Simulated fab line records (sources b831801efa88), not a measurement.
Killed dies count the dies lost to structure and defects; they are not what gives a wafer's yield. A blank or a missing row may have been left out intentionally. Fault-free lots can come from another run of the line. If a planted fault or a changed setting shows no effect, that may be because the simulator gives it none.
Split-lot study    flow sky130    5 lots, 23 wafers read, on a route of 708 steps

THE SPLIT
At SKY_NWELL_IMPLANT_11, the setting dose_cm2 was moved away from the recipe's 1.9e+13 on 5 of the 23 wafers read, by -6.1% to +7.4%. The other wafers ran this setting at the recipe's value.

FROM THE SPLIT TO THE READING: what the file shows between them, 8 steps
- SKY_NWELL_IMPLANT_12
- SKY_NWELL_IMPLANT_13
- SKY_NWELL_STRIP_14: strips in O2/N2
- SKY_NWELL_TW_MEAS_15
- SKY_NWELL_IMPLANT_24 (also split here: energy_kev)
- SKY_NWELL_STRIP_25: strips in O2/N2
- SKY_NWELL_CLEAN_27: cleans in SC1/SC2, time 150 s
- SKY_NWELL_RTA_28: time 30 s

THE READING
Measured at SKY_NWELL_RS_MEAS_29 by four-point probe: NWELL_RS, in ohm/sq. A value of 624.4 ohm/sq with a standard deviation of 1.3 ohm/sq is what fault-free wafers of this fab line usually give.

wafer   tool, chamber at the split  dose_cm2 as run  against the recipe  NWELL_RS, ohm/sq  against lot-mates on the recipe
L074.1  implanter-04, 0             1.9e+13          recipe              624.4             -
L074.2  implanter-04, 0             1.784e+13        -6.1%               646.7             +22.5
L074.3  implanter-04, 0             1.9e+13          recipe              623.6             -
L074.5  implanter-04, 0             1.9e+13          recipe              624.7             -
L074.6  implanter-04, 0             1.784e+13        -6.1%               644.2             +20.0
L075.1  implanter-04, 0             1.9e+13          recipe              623.6             -
L075.3  implanter-04, 0             1.9e+13          recipe              625.4             -
L075.4  implanter-04, 0             1.9e+13          recipe              623.6             -
L075.5  implanter-04, 0             1.9e+13          recipe              621.9             -
L075.6  implanter-04, 0             1.9e+13          recipe              622.3             -
L077.1  implanter-04, 0             1.9e+13          recipe              624.2             -
L077.2  implanter-04, 0             1.9e+13          recipe              625.4             -
L077.4  implanter-04, 0             1.9e+13          recipe              624.9             -
L077.5  implanter-04, 0             1.9e+13          recipe              624.9             -
L077.6  implanter-04, 0             1.9e+13          recipe              625.0             -
L081.1  implanter-02, 0             1.9e+13          recipe              624.7             -
L081.3  implanter-02, 0             1.9e+13          recipe              623.8             -
L081.4  implanter-02, 0             1.9e+13          recipe              625.3             -
L085.1  implanter-04, 0             2.041e+13        +7.4%               602.8             -22.8
L085.2  implanter-04, 0             2.041e+13        +7.4%               601.5             -24.1
L085.3  implanter-04, 0             2.041e+13        +7.4%               602.7             -22.9
L085.4  implanter-04, 0             1.9e+13          recipe              626.8             -
L085.5  implanter-04, 0             1.9e+13          recipe              624.4             -

FIT RESULTS
A straight line over all 23 wafers: NWELL_RS changes by -3.13 ohm/sq for each +1% of dose_cm2; r = -0.99; the points scatter about the line by 1.3 ohm/sq.
The same after taking each lot's own level away (the mean of its wafers on the recipe; 23 wafers): -3.25 ohm/sq for each +1%; r = -1.00; scatter 1 ohm/sq.
The reading moves by 24 ohm/sq for the largest change in dose_cm2, on that fit.
The span of the lots' own levels, 623.36 to 625.60 ohm/sq, comes to 1.7 times the standard deviation stated above.
Consequently the slope shifts little with the lot-to-lot level, the two slopes agreeing.
Check: for one of the wafers moved furthest among these (+7.4%), held out of the fit, the line's prediction against its lot-mates is -24.3 ohm/sq. Against them it came out at -22.8 ohm/sq.

THESE WAFERS: OTHER SPLITS
Note: prior to the reading, these wafers also went through further splits. Each is held against what the fit with the lots' levels taken away leaves over:
other split on the same wafers        wafers away from the commonest value  r with NWELL_RS (lot level and that fit taken away)
SKY_FIELD_ISO_DEVELOP_12 dev_temp_c   7                                     +0.28
SKY_FIELD_ISO_OXIDATION_22 ox_time_s  15                                    +0.18
SKY_DNWELL_SOFTBAKE_03 temp_c         6                                     -0.59
SKY_NWELL_COAT_05 resist_thk_nm       7                                     +0.00
SKY_NWELL_IMPLANT_24 energy_kev       8                                     -0.09

THE WHOLE CHAIN: every reading that the file lists as answering this split, in the file's order
step                  what it does                  reading   change (the file's fit)            r (the file's)
SKY_NWELL_TW_MEAS_15                                NWELL_TW  +5.64 for each +1% of the setting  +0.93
SKY_NWELL_RS_MEAS_29  measures by four-point-probe  NWELL_RS  -3.27 for each +1% of the setting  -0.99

THE FILE'S OWN FIT
NWELL_RS changes by -3.27 ohm/sq for each +1% of dose_cm2, r = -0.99.
